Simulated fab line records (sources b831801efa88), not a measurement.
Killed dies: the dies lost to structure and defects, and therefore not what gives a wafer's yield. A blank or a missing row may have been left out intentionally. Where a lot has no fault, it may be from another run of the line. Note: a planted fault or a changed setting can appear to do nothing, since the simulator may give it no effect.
fab line records ; flow sky130
[record] lots = 5; wafers = 15; last-day = 50
route steps=708 shown METAL5@664 PASSIVATION@681 PAD_OPEN@694
lots with no fault: from the same line, run without faults
start-h: the number of hours between the record's first day and the start of the first shown wafer of the lot ; wait-h: how many hours have passed since the lot's step before this one ; " repeats the value in the row above ; L1.1+2: one row covering several wafers at once ; - value missing, or start not given ; * or withheld: withheld ; < > ~ a bound
route shown NAME@n: names a module that has steps shown in the file, with the first one's number in the route ; usual: mean/standard deviation taken from wafers without a fault ; same: alike in all rows ; chamber/n: place in a boat ; sites: the reading at each site ; _std_site: the values' standard deviation ; _edge_site: mean of outer sites minus mean of inner sites ; radius-mm: how far each site lies from the wafer's centre ; mask NAME#n: copy n ; behind: the tool/chamber that last shaped the wafer ; hold: the reason the lot was held/the length of the hold in hours/how it ended ; device: names the non-switching transistor (n, p or np) ; end of line: at the end of the route, the tests of the same wafers ; a step given without rows: its recipe and nothing more ; killed: not the wafer's yield, but the dies lost to structure and defects at the first sort ; map: per-die view of a wafer (x killed, . not killed, _ where there is no die)
set.NAME: the run value of the setting; set.NAME@STEP: its run value at that earlier step ; model.NAME: the simulator's own value behind a step, which no gauge read
a table for each step, a row for each wafer; lots at some steps of the route
[[steps]]
[step SKY_METAL5_SPUTTER_03]
[recipe] material = Ti; target-thk-nm = 5; power-w = 3000; time-s = 3.3; chamber-pressure-pa = 0.4
[step SKY_METAL5_SPUTTER_04]
[recipe] material = TiN; target-thk-nm = 70; power-w = 6500; time-s = 58.3; chamber-pressure-pa = 0.4
[step SKY_METAL5_DEHYDRATE_07]
[recipe] temp-c = 200; time-s = 60
[step SKY_METAL5_HMDS_08]
[recipe] prime-time-s = 60; prime-temp-c = 120
[step SKY_METAL5_COAT_09]
[recipe] resist = NOVOLAK; spin-rpm = 3000; resist-thk-nm = 1800
[step SKY_METAL5_SOFTBAKE_10]
[recipe] temp-c = 90; time-s = 60; resist = NOVOLAK
[step SKY_METAL5_EXPOSE_11]
[recipe] mask-id = MM5; na = 0.6; source-shape = conventional; sigma-outer = 0.6; polarization = unpolarized; target-cd-nm = 1600; dose-mj = 190
[step SKY_METAL5_PEB_12]
[recipe] temp-c = withheld; time-s = *; resist = NOVOLAK
[step SKY_METAL5_DEVELOP_13]
[recipe] resist = NOVOLAK; developer = TMAH; develop-time-s = 60; dev-temp-c = 23
[step SKY_METAL5_DESCUM_14]
[recipe] chemistry = O2; source-power-w = 150; bias-power-w = 0; pressure-mtorr = 10; temp-c = 40; time-s = 11
[step SKY_METAL5_METAL_ETCH_15]
[recipe] target-depth-a = 12600; stop-on = SiO2; over-etch-frac = 0.2; time-s = 252; chemistry = Cl2/BCl3; resist-sidewall-deg = 86; pressure-mtorr = 10; icp-w = 900; bias-w = 48.5; Cl2_flow_sccm = 60; bcl3-flow-sccm = 30
[usual] bcl3-flow-sccm = 29.99/0.085; drypump-motor-current-A = 5.9/0.49; mfc-cl2-sccm = 59.99/0.18; oes-product-au = 0.894/0.0044; throttle-valve-pct = 22.264/0.0088
lot.wafer;tool;chamber;start-h;wait-h;bcl3-flow-sccm;drypump-motor-current-A;mfc-cl2-sccm;oes-product-au;rf-hours-counter-h;throttle-valve-pct
L958.2;rie-metal-04;0;1056.78;0.0;29.88;6.5;59.91;0.891;19;22.246
L958.3;rie-metal-04;0;1056.78;0.0;29.99;6.6;59.75;0.889;-;22.253
L958.5;rie-metal-04;1;1056.78;0.0;29.93;6.0;60.03;0.891;-;22.261
L962.2;rie-metal-04;0;1073.03;0.0;29.97;6.6;59.98;0.889;20;22.272
L962.3;rie-metal-04;1;1073.03;0.0;30.05;6.0;59.68;0.888;-;22.277
L962.5;rie-metal-04;1;1073.03;0.0;30.07;5.9;59.81;0.893;-;22.266
L969.1;rie-metal-04;1;1118.87;0.0;30.14;5.9;59.84;0.888;11;22.266
L969.2;rie-metal-04;0;1118.87;0.0;30.07;6.6;60.16;0.897;23;22.272
L969.4;rie-metal-04;1;1118.87;0.0;30.13;5.9;59.84;0.903;-;22.263
L970.3;rie-metal-04;1;1123.19;0.1;30.01;6.0;59.90;0.895;-;22.270
L970.4;rie-metal-04;0;1123.19;0.1;30.04;6.6;60.07;0.895;-;22.267
L970.6;rie-metal-04;0;1123.19;0.1;30.05;6.6;59.77;0.891;-;22.277
L975.2;rie-metal-04;0;1152.68;0.0;29.92;6.6;60.30;0.893;26;22.258
L975.4;rie-metal-04;1;1152.68;0.0;30.08;5.9;59.98;0.897;-;22.273
L975.6;rie-metal-04;1;1152.68;0.0;29.92;6.0;59.95;0.900;-;22.268
[step SKY_METAL5_STRIP_16]
[recipe] chemistry = O2/N2; power-w = 1400; pressure-mtorr = 1500; platen-temp-c = withheld; o2-flow-sccm = 3000; n2-flow-sccm = 300; overash-fraction = 0.5
[step SKY_METAL5_STRIP_17]
[recipe] chemistry = post-etch-residue-remover; time-s = 1200; temp-c = 72.5
[step SKY_METAL5_CLEAN_18]
[recipe] chemistry = IPA; time-s = 180; temp-c = 25
[step SKY_METAL5_CLEAN_19]
[recipe] chemistry = O3/DIW; dry = n2-spin
[step SKY_PASSIVATION_CVD_00]
[recipe] material = SiO2; target-thk-nm = 90; temp-c = 400; time-s = withheld; rf-w = 600
[step SKY_PASSIVATION_CVD_02]
[recipe] material = Si3N4; target-thk-nm = 540; temp-c = 400; time-s = withheld; rf-w = 450
[step SKY_PASSIVATION_DEHYDRATE_04]
[recipe] temp-c = 200; time-s = 60
[step SKY_PASSIVATION_HMDS_05]
[recipe] prime-time-s = 60; prime-temp-c = 120
[step SKY_PASSIVATION_COAT_06]
[recipe] spin-rpm = 2000; resist-thk-nm = 3000
[step SKY_PASSIVATION_SOFTBAKE_07]
[recipe] temp-c = 110; time-s = withheld
[step SKY_PASSIVATION_EXPOSE_08]
[recipe] mask-id = NSM; target-cd-nm = 3000; na = 0.57; dose-mj = 260
[step SKY_PASSIVATION_PEB_09]
[recipe] temp-c = 115; time-s = withheld
[step SKY_PASSIVATION_DEVELOP_10]
[recipe] develop-time-s = 60; dev-temp-c = 23
[step SKY_PASSIVATION_ETCH_11]
[recipe] chemistry = CF4/O2; target-depth-nm = 725; stop-on = AlCu; source-w = 800; bias-w = 150; pressure-mtorr = 150; cf4-flow-sccm = 80; O2_flow_sccm = 10; time-s = 161.1
[step SKY_PASSIVATION_STRIP_12]
[recipe] chemistry = O2/N2; power-w = 1400; pressure-mtorr = 1500; platen-temp-c = withheld; overash-fraction = 0.7; o2-flow-sccm = 3000; n2-flow-sccm = 300
[step SKY_PAD_OPEN_DEHYDRATE_00]
[recipe] temp-c = 200; time-s = 60
[step SKY_PAD_OPEN_HMDS_01]
[recipe] prime-time-s = 60; prime-temp-c = 120
[step SKY_PAD_OPEN_COAT_02]
[recipe] spin-rpm = 2000; resist-thk-nm = 3000
[step SKY_PAD_OPEN_SOFTBAKE_03]
[recipe] temp-c = 110; time-s = withheld
[step SKY_PAD_OPEN_EXPOSE_04]
[recipe] mask-id = PDM; target-cd-nm = 60000; na = 0.57; dose-mj = 260
[step SKY_PAD_OPEN_PEB_05]
[recipe] temp-c = 115; time-s = withheld
[step SKY_PAD_OPEN_DEVELOP_06]
[recipe] develop-time-s = 60; dev-temp-c = 23
[step SKY_PAD_OPEN_ETCH_07]
[recipe] chemistry = CF4/O2; target-depth-nm = 725; stop-on = AlCu; source-w = 800; bias-w = 150; pressure-mtorr = 150; cf4-flow-sccm = 80; O2_flow_sccm = 10; time-s = 161.1
[step SKY_PAD_OPEN_STRIP_08]
[recipe] chemistry = O2/N2; power-w = 1400; pressure-mtorr = 1500; platen-temp-c = withheld; overash-fraction = 0.7; o2-flow-sccm = 3000; n2-flow-sccm = 300
[step SKY_PAD_OPEN_STRIP_09]
[recipe] chemistry = post-etch-residue-remover; time-s = 1200; temp-c = 72.5
[step SKY_PAD_OPEN_CLEAN_10]
[recipe] chemistry = IPA; time-s = 180; temp-c = 25
[step SKY_PAD_OPEN_CLEAN_11]
[recipe] chemistry = O3/DIW; dry = n2-spin
[step SKY_PAD_OPEN_PROBE_99]
[usual] defect-limited-yield = 82.8/2; killed_at_M0_to_M3 = 43/6.4; killed_at_M4_up = 3.1/2; killed-at-contacts = 24/5.2; killed-at-front-end = 15/4.3; killed-at-other = 0.2/0.48; killed-dies = 85/9.7; killed-open = 47/6.9; killed-short = 38/6.7; sort_bin_3_pad_short = 0.9/0.48; sort_bin_5_function = 10.3/1.6; sort_bin_6_memory = 6.1/0.97; sort-n-pass = 407/9.7; sort-yield-pct = 82.8/2
[same] gross-dies = 492; killed-at-back-side = 0; sort_bin_4_leakage[%] = 0; sort_bin_8_speed[%] = 0
lot.wafer;tool;chamber;start-h;wait-h;defect-limited-yield[%];killed_at_M0_to_M3;killed_at_M4_up;killed-at-contacts;killed-at-front-end;killed-at-other;killed-dies;killed-open;killed-short;sort_bin_3_pad_short[%];sort_bin_5_function[%];sort_bin_6_memory[%];sort-n-pass;sort-yield-pct[%];model.etest.tester.sort-n-pass;model.etest.tester.sort-yield-pct;model.etest.tester.sort_bin_5_pct;model.etest.tester.sort_bin_3_pct
L958.2;prober-01;-;1103.95;0.1;81.5;46;3;26;15;1;91;48;43;0.8;11.2;6.5;401;81.5;401;81.5;11.18;0.813
L958.3;prober-01;-;1104.00;0.2;82.7;43;1;25;15;1;85;53;32;0.6;10.2;6.5;407;82.7;407;82.72;10.16;0.6098
L958.5;prober-01;-;1104.10;0.2;80.5;43;2;26;25;0;96;51;45;1.0;10.4;8.1;396;80.5;396;80.49;10.37;1.016
L969.1;prober-01;-;1160.99;0.1;68.7;37;67;26;24;0;154;57;37;4.1;19.9;7.3;338;68.7;338;68.7;19.92;4.065
L969.2;prober-01;-;1161.04;0.1;82.3;40;9;28;10;0;87;43;44;1.2;9.6;6.9;405;82.3;405;82.32;9.553;1.22
L969.4;prober-01;-;1161.14;0.2;71.5;39;65;19;17;0;140;47;30;4.9;16.9;6.7;352;71.5;352;71.54;16.87;4.878
L970.3;prober-02;-;1163.93;0.2;74.2;32;62;19;14;0;127;47;22;3.9;15.2;6.7;365;74.2;365;74.19;15.24;3.862
L970.6;prober-02;-;1164.08;0.2;82.3;51;2;24;10;0;87;50;37;0.6;11.2;5.9;405;82.3;405;82.32;11.18;0.6098
L975.4;prober-01;-;1190.25;0.2;72.6;45;58;21;11;0;135;50;32;5.5;16.3;5.7;357;72.6;357;72.56;16.26;5.488
L975.6;prober-01;-;1190.35;0.2;74.8;43;54;20;7;0;124;43;29;4.5;15.4;5.3;368;74.8;368;74.8;15.45;4.472
// killed by level:class
L958.2 VIA1:geometric-particle:open=15 CONTACT:geometric-particle:open=9 LI_CONTACT:geometric-particle:open=8 POLY_GATE:geometric-particle:short=6 METAL2:geometric-particle:short=6 METAL1:geometric-particle:short=5 LI_CONTACT:geometric-particle:short=4 VIA2:geometric-particle:short=4
L958.3 VIA1:geometric-particle:open=17 CONTACT:geometric-particle:open=11 LI_CONTACT:geometric-particle:open=6 VIA2:geometric-particle:open=5 VIA3:geometric-particle:open=5 FIELD_ISO:geometric-particle:short=4 CONTACT:geometric-particle:short=4 VIA1:geometric-particle:short=4
L958.5 CONTACT:geometric-particle:open=11 POLY_GATE:geometric-particle:open=10 VIA1:geometric-particle:short=7 VIA3:geometric-particle:open=7 VIA1:geometric-particle:open=7 FIELD_ISO:geometric-particle:short=6 LOCAL_INTERCONNECT:geometric-particle:short=6 METAL1:geometric-particle:short=5
L969.1 METAL5:unspecified=60 CONTACT:geometric-particle:open=11 VIA1:geometric-particle:open=7 POLY_GATE:geometric-particle:short=7 LI_CONTACT:geometric-particle:open=7 VIA2:geometric-particle:open=6 VIA3:geometric-particle:open=6 METAL4:geometric-particle:short=6
L969.2 CONTACT:geometric-particle:open=8 LI_CONTACT:geometric-particle:open=7 VIA1:geometric-particle:short=7 VIA1:geometric-particle:open=7 LOCAL_INTERCONNECT:geometric-particle:short=6 METAL2:geometric-particle:short=5 METAL3:geometric-particle:short=5 METAL4:geometric-particle:short=5
L969.4 METAL5:unspecified=63 VIA2:geometric-particle:open=10 VIA3:geometric-particle:open=8 CONTACT:geometric-particle:open=7 FIELD_ISO:geometric-particle:open=6 VIA1:geometric-particle:open=6 LI_CONTACT:geometric-particle:open=5 CONTACT:geometric-particle:short=5
L970.3 METAL5:unspecified=58 VIA1:geometric-particle:open=12 CONTACT:geometric-particle:open=10 LI_CONTACT:geometric-particle:open=4 POLY_GATE:geometric-particle:open=4 SPACER:geometric-particle:open=4 METAL1:geometric-particle:short=4 VIA3:geometric-particle:open=4
L970.6 VIA1:geometric-particle:open=13 METAL2:geometric-particle:short=8 CONTACT:geometric-particle:open=8 LI_CONTACT:geometric-particle:open=7 VIA2:geometric-particle:short=7 VIA3:geometric-particle:open=7 VIA2:geometric-particle:open=5 POLY_GATE:geometric-particle:short=4
L975.4 METAL5:unspecified=53 VIA1:geometric-particle:open=14 CONTACT:geometric-particle:open=8 LI_CONTACT:geometric-particle:open=6 VIA2:geometric-particle:open=6 VIA3:geometric-particle:open=6 VIA1:geometric-particle:short=5 POLY_GATE:geometric-particle:open=4
L975.6 METAL5:unspecified=52 VIA1:geometric-particle:open=12 VIA3:geometric-particle:open=10 CONTACT:geometric-particle:open=6 LI_CONTACT:geometric-particle:open=5 LOCAL_INTERCONNECT:geometric-particle:short=4 CONTACT:geometric-particle:short=4 VIA1:geometric-particle:short=4
// map L969.1 (x killed, . not)
__________x........._________
________.....x.xx...xx_______
______........x.x.x.x..._____
_____...xx.xx.x........x.____
____...x.....x......xxx...___
___.x...x..........xxx..x..__
__xx......x.x..............._
_x....xxx...x.x..xxxx.xx.....
_..xx......x.........x..x.x..
_.............x..x....x......
_x.xx......x.......xx.x...xx.
_...x.xx...xx.............x..
_x...x......xx.x....x......xx
_x...xx........x..x...xx.x...
_..x..x..........xxx.xx......
__..x...........xxxxxx......_
___...........xxxxxxxxx....__
____.......x.xxxxxxxxxxx..___
_____x.....x.xxxxxxxxxxx.____
______..x......xxxxxxxxx_____
________......xxxxxxxx_______
__________....xx.xxx_________
// map L970.3 (x killed, . not)
__________.....xx..._________
________....x........._______
______.................._____
_____.......x............____
____x...x............x.x..___
___............x.......x...__
__....x..............x...x.._
_x....x...........x.x...x....
_.......x.xx.................
_.......x............x......x
_.x.......x...x....xx.x......
_....x..........x........x..x
_................x...........
_..x...x........xxx..xx....x.
_.........x.......x.xxx...x.x
__.x..x..xxx.xx.xxxxxxx....._
___..x.x....x.xxxxxxxxxx...__
____.x....x.x.xxxxxxxxxxx.___
_____.......x.xxxxxxxxxxx____
______....x.x.xxxxxxxxxx_____
________.....x.xxxxxxx_______
__________...x...xxx_________
[[key]]
[first-sign] step = SKY_PAD_OPEN_PROBE_99; reading = killed_at_M4_up; direction = up; sigmas = 30; usual = 3.1; struck = 61.2
[effect] step = SKY_PAD_OPEN_PROBE_99; reading = sort_bin_3_pad_short; direction = up; sigmas = 7.6; usual = 0.9; struck = 4.6
[model-effect] step = SKY_PAD_OPEN_PROBE_99; value = etest.tester.sort-n-pass; without = 407.2; struck = 356
met-at SKY_METAL5_METAL_ETCH_15
struck-wafers L969.1,L969.4,L970.3,L975.4,L975.6
onset-between 1073.03 1118.87
[fault] kind = chamber-particle-source; tool = rie-metal-04; chamber = 1; onset-h = 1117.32; steps = SKY_METAL5_METAL_ETCH_15; rate-per-visit-cm2 = 1.7429; end-h = 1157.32
